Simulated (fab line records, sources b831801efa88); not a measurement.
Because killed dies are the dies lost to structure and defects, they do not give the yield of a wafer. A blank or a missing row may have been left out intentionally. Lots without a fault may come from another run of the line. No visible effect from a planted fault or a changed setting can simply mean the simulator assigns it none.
A struck lot beside a sound one :: flow sky130 :: 26 steps out of a route of 708
Sound: the wafers L715.1, L715.3, L715.5. Struck: wafer L701.2 (L701.4, L701.5, from the same lot, were not struck and are left out); the cause is given at the end.
For every step that has rows: the tool of each side, followed by ch and its chambers, followed by its first start. Under that, the readings that differ: sound wafers :: struck wafers :: difference of the means :: sigmas: that difference in standard deviations of wafers without a fault.
alike: same words and numbers on both sides, and readings whose means sit less than 2 such deviations apart. not compared: any withheld reading, any reading some wafer has no value for, any bound like >300 that may hide the same value, and any number with overlapping values for which the record gives no deviation.
The two part at a step that has a row with sigmas, a row that says differs or no value, or rows on one side only. Numbers that don't overlap but have no deviation are shown without sigmas and don't part them. A reading missing from all wafers of one side parts the sides only when that side holds two or more wafers.

first, 6 steps without rows for these wafers: SKY_SD_N_IMPLANT_10; SKY_SD_N_STRIP_11 (strips in O2/N2); SKY_SD_N_CLEAN_13 (cleans in SC1/SC2, time 150 s); SKY_SD_N_RTA_14 (time 2 s); SKY_SALICIDE_CLEAN_00 (cleans in HF-last, time 30 s); SKY_LI_CONTACT_HDPCVD_00 (deposits PSG, target thk 930 nm, time 155 s).
SKY_LI_CONTACT_CMP_02: polishes PSG.
  sound on cmp-02 ch 0,2,3, day 33 22:43; struck on cmp-01 ch 1, day 29 13:10
reading: time-to-endpoint-s (s)
sound: 26.1 27.2 29.4
struck: 16.8
difference: -10.8
sigmas: -4

reading: model.PSG_of_LI_CONTACT_HDPCVD_00.thk-nm (nm)
sound: 597.9 597.8 596.9
struck: 747.2
difference: +149.7
sigmas: 
  alike: motor-current-A
then, 9 steps without rows for these wafers: SKY_LI_CONTACT_DEHYDRATE_04 (time 60 s); SKY_LI_CONTACT_HMDS_05 (prime time 60 s); SKY_LI_CONTACT_COAT_06 (resist thk 60 nm); SKY_LI_CONTACT_COAT_07 (resist thk 450 nm); SKY_LI_CONTACT_SOFTBAKE_08 (time 90 s); SKY_LI_CONTACT_EXPOSE_09 (exposes mask LICM1, target cd 170 nm); SKY_LI_CONTACT_PEB_10; SKY_LI_CONTACT_DEVELOP_11 (develop time 60 s); SKY_LI_CONTACT_ETCH_14 (etches BARC in N2/H2, stops on SiO2, time 45.9 s, target depth 60 nm).
SKY_LI_CONTACT_ETCH_15: etches PSG in C4F8/O2/Ar, stops on Si, target depth 600 nm.
  sound on rie-diel-01 ch 0,2, day 35 00:29; struck on rie-diel-02 ch 3, day 30 17:14
reading: oes-product-au (a.u.)
sound: 0.839 0.840 0.838
struck: 0.949
difference: +0.110
sigmas: +21

reading: model.etch.depth-nm (nm)
sound: 597.9 597.8 596.9
struck: 747.2
difference: +149.7
sigmas: 

reading: model.LI_CONTACT.feature-depth-nm (nm)
sound: 597.9 597.8 596.9
struck: 747.2
difference: +149.7
sigmas: 
then, 6 steps without rows for these wafers: SKY_LI_CONTACT_STRIP_16 (strips in O2/N2); SKY_LI_CONTACT_CLEAN_17 (cleans in NMP, time 600 s); SKY_LI_CONTACT_PRE_CLEAN_18 (time 5.6 s); SKY_LI_CONTACT_SPUTTER_19 (material Ti, target thk 20 nm, time 106.37 s); SKY_LI_CONTACT_SPUTTER_20 (material TiN, target thk 20 nm, time 80 s); SKY_LI_CONTACT_CVD_21 (deposits W, target thk 400 nm, time 120.56 s).
SKY_LI_CONTACT_CMP_24: polishes, stops on PSG, t overpolish 20 s, target thk 0 nm.
  sound on cmp-02 ch 1,2,3, day 35 01:38; struck on cmp-02 ch 1, day 30 18:04
reading: motor-current-A (A)
sound: 9.8 12.2 10.7
struck: 12.9
difference: +2.0
sigmas: +2

reading: model.PSG_of_LI_CONTACT_HDPCVD_00.thk-nm (nm)
sound: 588.4 588.3 587.5
struck: 737.8
difference: +149.7
sigmas: 
then, 1 step without rows for these wafers: SKY_LOCAL_INTERCONNECT_SPUTTER_00 (material TiN, target thk 100 nm, time 83.3 s).
-- a jump in the record: the struck wafers' starts before and after are 16 days apart (it breaks off in module LOCAL_INTERCONNECT and resumes in module PAD_OPEN, where the first step shown is number 708 of the route) --
SKY_PAD_OPEN_PROBE_99:
  sound: prober-02 at day 49 21:58; struck: prober-01 at day 46 23:51
reading: model.etest.licon-pdiff.rc-ohm
sound: 598.7 592.3 594.7
struck: 687.6
difference: +92.4
sigmas: 

reading: model.etest.nfet-g5v0d10v5.r-on-ohm-um
sound: 1906 1876 1904
struck: 1951
difference: +56
sigmas: 

reading: model.etest.nfet_01v8.r-on-ohm-um
sound: 826.2 849.7 832.9
struck: 884.1
difference: +47.8
sigmas: 

reading: model.etest.licon-ndiff.rc-ohm
sound: 181.2 179.2 186.5
struck: 223.1
difference: +40.8
sigmas: 

reading: model.etest.licon-high-po.rc-ohm
sound: 373.9 352.2 352.7
struck: 402
difference: +42
sigmas: 

reading: model.etest.sonos-uncharged.r-on-ohm-um
sound: 820.1 839.4 829.8
struck: 854.9
difference: +25.1
sigmas: 

reading: model.etest.cap-li-to-poly.c-af-um2
sound: 100.8 96.98 98.48
struck: 67.11
difference: -31.64
sigmas: 
  alike: killed_at_M0_to_M3, killed_at_M4_up, killed-at-contacts, killed-at-front-end, killed-at-other, killed-dies, killed-open, killed-short
  not compared: model.etest.pfet_01v8.r-on-ohm-um

## WHERE THEY PART
First at SKY_LI_CONTACT_CMP_02; last, within this record, at SKY_LI_CONTACT_CMP_24. Later steps at which nothing parts them and some readings are alike: SKY_PAD_OPEN_PROBE_99.

WHY: what the simulator had put in
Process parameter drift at SKY_LI_CONTACT_CMP_02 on cmp-01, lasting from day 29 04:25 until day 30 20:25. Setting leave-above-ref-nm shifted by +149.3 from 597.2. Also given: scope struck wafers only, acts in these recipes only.
